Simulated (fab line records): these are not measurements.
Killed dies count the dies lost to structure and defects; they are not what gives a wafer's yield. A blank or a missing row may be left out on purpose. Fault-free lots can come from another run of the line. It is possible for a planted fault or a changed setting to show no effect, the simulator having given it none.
A struck lot beside a sound one    flow gf180mcu    15 out of 602 route steps
Sound: wafers L257.4, L257.5, L257.6. Struck: wafer L253.6. (L253.3, L253.5 of the same lot were not struck and are left out.) The cause comes at the end.
Each step with rows lists, per side, the tool, then ch with its chambers, then its first start. Under that, the readings that differ: sound wafers    struck wafers    difference of the means    sigmas: that difference in standard deviations of wafers without a fault.
alike: words and numbers the same on both sides, and readings whose means are apart by under 2 such deviations; not compared: readings that were withheld, readings missing a value for some wafer, numbers with overlapping values and no deviation given by the record, and bounds like >300 which may hide the same value.
Wherever a step has rows on one side only, a row that says differs or no value, or a row with sigmas, the two part there. When numbers do not overlap yet have no deviation, they are printed without sigmas and do not part them. Lack of a reading on every wafer of one side parts them only where that side has two or more wafers.

GF_M3_SPUTTER_04: material TiN, target thk 50 nm, time 41.7 s.
  sound on pvd sputter-04, day 24 09:28; struck on pvd sputter-01, day 23 01:50
  alike: throttle valve pct
GF_M3_RS_MEAS_05: measurement is done with a four-point probe.
  sound on film metro-04, day 24 09:34; struck on film metro-04, day 23 01:55
  alike: M3_ALCU_RS
GF_M3_THK_MEAS_06: measures by xrf.
  sound on film metro-04, day 24 09:40; struck on film metro-04, day 23 02:01
  alike: M3_ALCU_THK
then, 7 steps without rows for these wafers: GF_M3_DEHYDRATE_07 (time 60 s); GF_M3_HMDS_08 (prime time 60 s); GF_M3_COAT_09 (resist thk 1000 nm); GF_M3_SOFTBAKE_10 (time 60 s); GF_M3_EXPOSE_11 (exposes mask Metal3, target cd 280 nm); GF_M3_PEB_12 (peb time 90 s); GF_M3_DEVELOP_13 (develop time 60 s).
GF_M3_CD_MEAS_14 targets a cd of 280 nm.
  sound on cd sem-01, day 25 06:16; struck on cd sem-02, day 24 00:01
  alike: cd nm
GF_M3_OVL_MEAS_15:
  sound on overlay-01, day 25 06:21; struck on overlay-02, day 24 00:06
  alike: M3_OVL
GF_M3_METAL_ETCH_16: etches the open film in Cl2/BCl3, stops on SiO2, target depth 750.8 nm, time 125.1 s.
  sound on rie metal-02 ch 0,1, day 25 06:25; struck on rie metal-01 ch 1, day 24 00:10
reading                              sound                 struck  difference  sigmas
bcl3 flow sccm (sccm)                40.06 40.02 39.89     40.23   +0.24       +2
oes product au (a.u.)                0.995 0.995 0.989     0.787   -0.206      -26
throttle valve pct (%)               28.222 28.227 28.230  28.452  +0.226      +19
model.KrF_of_M3_COAT_09.thk nm (nm)  679.8 679.1 681.7     790.8   +110.6      
  alike: drypump motor current A, mfc cl2 sccm
  not compared: rf hours counter h
GF_M3_STRIP_17: strips in O2/N2.
  sound on plasma asher-02 ch 0,1, day 25 06:32; struck on plasma asher-01 ch 0, day 24 00:17
reading                       sound              struck  difference  sigmas
drypump motor current A (A)   5.6 5.6 5.6        6.4     +0.8        +2
oes product au (a.u.)         0.537 0.535 0.535  0.582   +0.046      +8
strip time to endpoint s (s)  7.34 7.32 7.36     8.42    +1.08       +17
  alike: heater power w
  not compared: rf hours counter h
then, 1 step without rows for these wafers: GF_M3_STRIP_18 (strips in post etch residue remover, time 1200 s).

## WHERE THEY PART
Earliest at GF_M3_METAL_ETCH_16; latest, in this record, at GF_M3_STRIP_17.

WHY: the cause the simulator had injected
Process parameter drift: rie metal-01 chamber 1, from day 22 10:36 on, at GF_M3_METAL_ETCH_16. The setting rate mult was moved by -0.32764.
